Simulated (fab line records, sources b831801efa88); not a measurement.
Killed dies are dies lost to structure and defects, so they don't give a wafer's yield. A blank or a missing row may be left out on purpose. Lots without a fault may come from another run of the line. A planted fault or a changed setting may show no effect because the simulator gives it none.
fab line records | flow gf180mcu
record lots=15 wafers=45 last_day=34
route steps=602 shown M2@379 V2@397 M3@411
lots that met no fault: from a run of the same line without faults
start_h: hours from the record's first day to the start of the lot's first wafer shown | wait_h: hours since the lot's step before | " the same as in the row above | L1.1+2: a row that stands for several wafers | - no value, or no start given | * or withheld: withheld | < > ~ a bound
route shown NAME@n: a module of which the file shows steps, and the number in the route of the first | usual: mean/standard deviation of fault-free wafers | same: alike in all rows | chamber/n: place in a boat | sites: the reading at each site | _std_site: their standard deviation | _edge_site: outer sites' mean less inner sites' | radius_mm: how far each site lies from the wafer's centre | mask NAME#n: copy n | behind: the tool/chamber that last shaped the wafer | hold: why the lot was held/for how many hours/how that ended | device: the transistor (n, p or np) that didn't switch | end of line: the same wafers' tests at the end of the route | a step without rows: its recipe alone | killed: dies lost to structure and defects at the first sort, not the wafer's yield | map: a wafer's dies, x killed, . not, _ none there
set.NAME: the setting as run; set.NAME@STEP: as run at that earlier step | model.NAME: the simulator's own value behind a step, which no gauge read
steps of the route over a sample of lots; a table a step, a row a wafer
services: from which hour (start_h, from the record's first day; less than 0 if before it) a tool's chamber was out of use, for how many hours, and why
## steps
# step GF_M2_STRIP_17
# recipe chemistry=O2/N2 power_w=1400 pressure_mtorr=1500 platen_temp_c=250 o2_flow_sccm=3000 n2_flow_sccm=300 overash_fraction=0.5
# usual drypump_motor_current_A=5.8/0.35 heater_power_w=336/41 n2_flow_sccm=299.8/0.83 oes_product_au=0.558/0.005 strip_time_to_endpoint_s=7.88/0.043
# same overash_fraction=0.5
# columns lot.wafer tool chamber start_h wait_h drypump_motor_current_A heater_power_w n2_flow_sccm oes_product_au rf_hours_counter_h strip_time_to_endpoint_s
L274.1 plasma_asher-04 1 449.16 0.1 5.7 409 299.4 0.551 34 7.84
L274.3 " 1 " " 5.8 409 300.0 0.568 - 7.85
L274.6 " 0 " " 5.6 306 299.6 0.544 - 7.84
L276.1 plasma_asher-04 0 458.32 0.1 5.6 304 299.3 0.562 35 7.86
L276.3 " 0 " " 5.6 307 299.6 0.567 - 7.88
L276.4 " 1 " " 5.7 399 299.1 0.558 - 7.83
L278.1 plasma_asher-04 1 469.11 0.1 5.7 412 299.0 0.551 35 7.81
L278.2 " 0 " " 5.6 316 299.3 0.562 35 7.93
L278.4 " 1 " " 5.7 406 299.5 0.561 - 7.90
L279.2 plasma_asher-04 0 480.87 0.1 5.7 312 298.4 0.557 36 7.87
L279.4 " 1 " " 5.8 406 300.8 0.558 - 7.84
L279.5 " 1 " " 5.7 399 300.6 0.558 - 7.78
L280.1 plasma_asher-02 0 487.41 0.1 5.2 304 300.5 0.566 89 7.91
L280.4 " 1 " " 5.8 322 301.4 0.567 - 7.93
L280.5 " 1 " " 5.8 323 301.4 0.557 - 7.91
L281.1 plasma_asher-02 0 498.12 0.1 5.2 318 299.9 0.561 91 7.86
L281.2 " 1 " " 5.7 328 300.5 0.561 91 7.88
L281.3 " 0 " " 5.3 302 300.2 0.550 - 7.90
L283.2 plasma_asher-02 1 514.48 0.1 5.8 326 300.4 0.555 92 7.87
L283.4 " 1 " " 5.8 323 299.9 0.537 - 7.82
L283.6 " 0 " " 5.2 314 300.0 0.548 - 7.86
L285.3 plasma_asher-04 1 531.53 0.1 5.7 405 299.3 0.561 - 7.88
L285.4 " 0 " " 5.7 308 300.1 0.551 - 7.89
L285.6 " 1 " " 5.7 398 299.4 0.555 - 7.89
L286.2 plasma_asher-04 0 532.48 0.1 5.6 312 300.2 0.551 42 7.84
L286.3 " 0 " " 5.7 305 300.7 0.557 - 7.85
L286.4 " 1 " " 5.7 401 302.0 0.559 - 7.85
L288.1 plasma_asher-02 0 561.66 0.1 5.2 310 300.0 0.559 97 7.97
L288.3 " 0 " " 5.2 327 301.2 0.556 - 7.95
L288.6 " 1 " " 5.8 329 298.0 0.558 - 7.92
L289.4 plasma_asher-04 1 567.90 0.1 5.7 400 300.0 0.556 - 7.88
L289.5 " 1 " " 5.7 408 299.5 0.564 - 7.89
L289.6 " 0 " " 5.6 308 301.9 0.562 - 7.90
L295.2 plasma_asher-04 0 618.50 0.1 5.6 304 300.7 0.559 51 7.84
L295.4 " 0 " " 5.6 309 298.2 0.552 - 7.82
L295.5 " 0 " " 5.7 319 299.6 0.555 - 7.84
L294.2 plasma_asher-02 0 627.17 0.1 5.3 311 299.5 0.561 104 7.95
L294.5 " 0 " " 5.3 319 300.1 0.566 - 7.98
L294.6 " 1 " " 5.8 339 299.8 0.557 - 7.94
L296.1 plasma_asher-04 1 632.20 0.1 5.7 408 300.2 0.556 52 7.88
L296.2 " 0 " " 5.7 312 299.9 0.547 52 7.81
L296.6 " 1 " " 5.8 408 299.8 0.556 - 7.84
L297.1 plasma_asher-04 0 638.07 0.1 5.7 312 299.4 0.561 53 7.84
L297.2 " 1 " " 5.7 403 299.7 0.559 53 7.90
L297.4 " 0 " " 5.6 309 299.3 0.560 - 7.85
# step GF_V2_OVL_MEAS_15
# usual V2_OVL=4/5.2
# columns lot.wafer tool chamber start_h wait_h V2_OVL[nm]
L274.1 overlay-01 - 474.07 0.1 15
L274.3 " - " " 8
L274.6 " - " " 10
L276.1 overlay-02 - 483.07 0.1 7
L276.3 " - " " -3
L276.4 " - " " -1
L278.1 overlay-01 - 493.92 0.1 3
L278.2 " - " " 8
L278.4 " - " " 8
L279.2 overlay-02 - 505.38 0.1 6
L279.4 " - " " 0
L279.5 " - " " 1
L280.1 overlay-01 - 512.80 0.1 -1
L280.4 " - " " 4
L280.5 " - " " 3
L281.1 overlay-02 - 522.62 0.1 -3
L281.2 " - " " -5
L281.3 " - " " -6
L283.2 overlay-02 - 538.56 0.1 10
L283.4 " - " " 6
L283.6 " - " " 8
L285.3 overlay-02 - 555.47 0.1 5
L285.4 " - " " 7
L285.6 " - " " 16
L286.2 overlay-02 - 556.41 0.1 6
L286.3 " - " " 2
L286.4 " - " " 4
L288.1 overlay-01 - 584.81 0.1 1
L288.3 " - " " -1
L288.6 " - " " -2
L289.4 overlay-02 - 590.78 0.1 1
L289.5 " - " " 5
L289.6 " - " " 8
L295.2 overlay-01 - 640.58 0.1 -4
L295.4 " - " " -4
L295.5 " - " " 0
L294.2 overlay-01 - 649.33 0.1 13
L294.5 " - " " 11
L294.6 " - " " 4
L296.1 overlay-01 - 653.50 0.1 7
L296.2 " - " " 6
L296.6 " - " " 7
L297.1 overlay-01 - 658.70 0.1 5
L297.2 " - " " 5
L297.4 " - " " 5
# step GF_V2_CMP_26
# recipe stop_on=SiO2 down_force_psi=3.5 platen_rpm=60 t_overpolish_s=15 target_thk_nm=0 pad_velocity_m_s=0.94248
# usual motor_current_A=10.4/0.86 overpolish_run_s=15.000/0.0099 time_to_endpoint_s=83/4.1
# columns lot.wafer tool chamber start_h wait_h motor_current_A overpolish_run_s time_to_endpoint_s
L274.1 cmp-02 2 475.27 0.1 9.3 15.014 89
L274.3 " 0 " " 10.6 14.994 89
L274.6 " 3 " " 10.7 14.999 88
L276.3 cmp-02 0 484.19 0.0 10.6 14.975 82
L276.4 " 1 " " 11.8 15.012 87
L276.1 " 3 " " 10.3 14.981 88
L278.2 cmp-01 1 495.01 0.0 10.4 14.999 81
L278.1 " 2 " " 10.0 14.978 80
L278.4 " 3 " " 8.9 15.001 80
L279.4 cmp-02 2 506.46 0.0 10.0 14.991 85
L279.2 " 1 " " 11.4 15.006 87
L279.5 " 3 " " 10.8 15.003 84
L280.1 cmp-02 2 513.89 0.1 10.0 14.988 84
L280.4 " 1 " " 11.5 14.990 85
L280.5 " 2 " " 10.0 15.001 84
L281.3 cmp-01 1 523.71 0.0 11.1 14.997 88
L281.1 " 2 " " 9.7 14.996 82
L281.2 " 3 " " 9.0 14.993 88
L283.2 cmp-01 3 539.68 0.0 9.8 15.004 88
L283.4 " 0 " " 11.6 14.990 82
L283.6 " 0 " " 11.4 14.986 78
L285.4 cmp-01 2 556.96 0.1 9.8 14.983 82
L285.3 " 0 " " 12.0 15.008 75
L285.6 " 2 " " 9.4 14.998 79
L286.4 cmp-01 2 557.52 0.0 10.1 0.044 126
L286.2 " 3 " " 9.5 15.002 76
L286.3 " 1 " " 10.5 0.032 127
L288.3 cmp-01 2 585.96 0.1 10.0 0.032 130
L288.1 " 3 " " 9.6 14.988 80
L288.6 " 2 " " 9.8 15.000 80
L289.4 cmp-01 1 592.01 0.2 11.2 0.033 128
L289.6 " 2 " " 9.8 14.996 81
L289.5 " 3 " " 9.2 15.005 83
L295.4 cmp-01 0 641.66 0.0 11.2 14.997 76
L295.2 " 3 " " 9.6 14.997 83
L295.5 " 0 " " 11.6 14.997 76
L294.2 cmp-01 0 650.41 0.0 11.4 15.001 80
L294.5 " 0 " " 11.6 15.012 78
L294.6 " 1 " " 10.6 15.004 86
L296.1 cmp-01 1 654.65 0.1 10.7 15.004 85
L296.2 " 3 " " 9.1 14.990 88
L296.6 " 0 " " 11.3 15.011 77
L297.1 cmp-01 1 659.85 0.1 10.8 15.015 90
L297.4 " 2 " " 10.3 14.995 87
L297.2 " 3 " " 8.9 14.988 88
# step GF_M3_SPUTTER_02
# recipe material=AlCu target_thk_nm=450 power_w=10600 time_s=23.9 chamber_pressure_pa=0.4
# usual throttle_valve_pct=30.1/1.5
# columns lot.wafer tool chamber start_h wait_h throttle_valve_pct
L274.1 pvd_sputter-03 - 475.70 0.0 27.4
L274.3 " - " " 29.8
L274.6 " - " " 30.9
L276.1 pvd_sputter-01 - 484.62 0.0 29.7
L276.3 " - " " 32.8
L276.4 " - " " 32.8
L278.1 pvd_sputter-03 - 495.45 0.0 27.0
L278.2 " - " " 30.2
L278.4 " - " " 29.8
L279.2 pvd_sputter-02 - 506.89 0.0 28.5
L279.4 " - " " 29.7
L279.5 " - " " 29.5
L280.1 pvd_sputter-02 - 514.33 0.0 29.0
L280.4 " - " " 29.7
L280.5 " - " " 29.7
L281.1 pvd_sputter-01 - 524.14 0.0 30.9
L281.2 " - " " 33.0
L281.3 " - " " 29.8
L283.2 pvd_sputter-01 - 540.11 0.0 30.9
L283.4 " - " " 29.8
L283.6 " - " " 32.8
L285.3 pvd_sputter-03 - 557.34 0.0 29.7
L285.4 " - " " 30.0
L285.6 " - " " 30.9
L286.2 pvd_sputter-02 - 557.95 0.0 30.0
L288.1 pvd_sputter-03 - 586.34 0.0 29.4
L288.6 " - " " 27.3
L289.5 pvd_sputter-01 - 592.30 0.0 32.9
L289.6 " - " " 32.7
L295.2 pvd_sputter-01 - 642.09 0.0 32.5
L295.4 " - " " 30.8
L295.5 " - " " 32.5
L294.2 pvd_sputter-01 - 650.84 0.0 32.5
L294.5 " - " " 29.5
L294.6 " - " " 32.5
L296.1 pvd_sputter-03 - 655.03 0.0 27.3
L296.2 " - " " 29.5
L296.6 " - " " 30.0
L297.1 pvd_sputter-03 - 660.23 0.0 30.0
L297.2 " - " " 27.2
L297.4 " - " " 30.8
## services
# columns tool chamber start_h hours kind
cmp-01 - 435.26 2.1 repair
plasma_asher-04 - 460.81 3.2 repair
cmp-01 - 466.13 4.2 pm
plasma_asher-02 - 471.54 1.0 repair
cmp-01 - 481.55 3.5 pm
plasma_asher-04 - 486.05 1.5 repair
cmp-01 - 497.84 1.7 repair
plasma_asher-02 - 517.99 1.1 repair
pvd_sputter-01 - 519.04 3.0 repair
pvd_sputter-01 - 525.80 3.5 repair
pvd_sputter-01 - 525.99 3.7 repair
cmp-02 - 532.18 1.6 repair
cmp-01 - 550.66 3.8 repair
cmp-02 - 556.84 0.8 repair
cmp-02 - 558.09 3.1 repair
plasma_asher-02 - 566.17 1.0 repair
cmp-02 - 572.00 4.0 pm
plasma_asher-04 - 576.70 0.7 repair
plasma_asher-02 - 584.73 0.9 repair
cmp-02 - 584.89 6.6 pm
cmp-01 - 624.35 0.9 repair
plasma_asher-02 - 636.65 7.9 repair
plasma_asher-02 - 644.60 14.6 pm
pvd_sputter-01 - 653.32 5.3 repair
## key
first_sign step=GF_V2_CMP_26 reading=overpolish_run_s direction=down sigmas=99+ usual=15.000 struck=0.035
effect step=GF_V2_CMP_26 reading=time_to_endpoint_s direction=up sigmas=11 usual=* struck=*
met_at GF_V2_CMP_26
struck_lots L286,L288,L289
struck_wafers L286.3,L286.4,L288.3,L289.4
later_rows_left_out L286.3,L286.4,L288.3,L289.4
sort_left_out L286.3,L286.4,L288.3,L289.4
not_acting_at GF_M2_STRIP_17,GF_V2_OVL_MEAS_15,GF_M3_SPUTTER_02
onset_between 556.96 557.52
fault kind=process_parameter_drift tool=cmp-01 chamber=- onset_h=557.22 steps=GF_V2_CMP_26 channel=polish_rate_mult offset=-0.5 shape=step end_h=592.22 scope=struck_wafers_only
# sort_left_out: the simulated sort isn't trusted on such a fault, so these wafers' sort isn't shown, and their yield isn't known
# later_rows_left_out: the simulator's readings of these wafers behind a module that went badly wrong aren't trusted and aren't shown, but for the sort
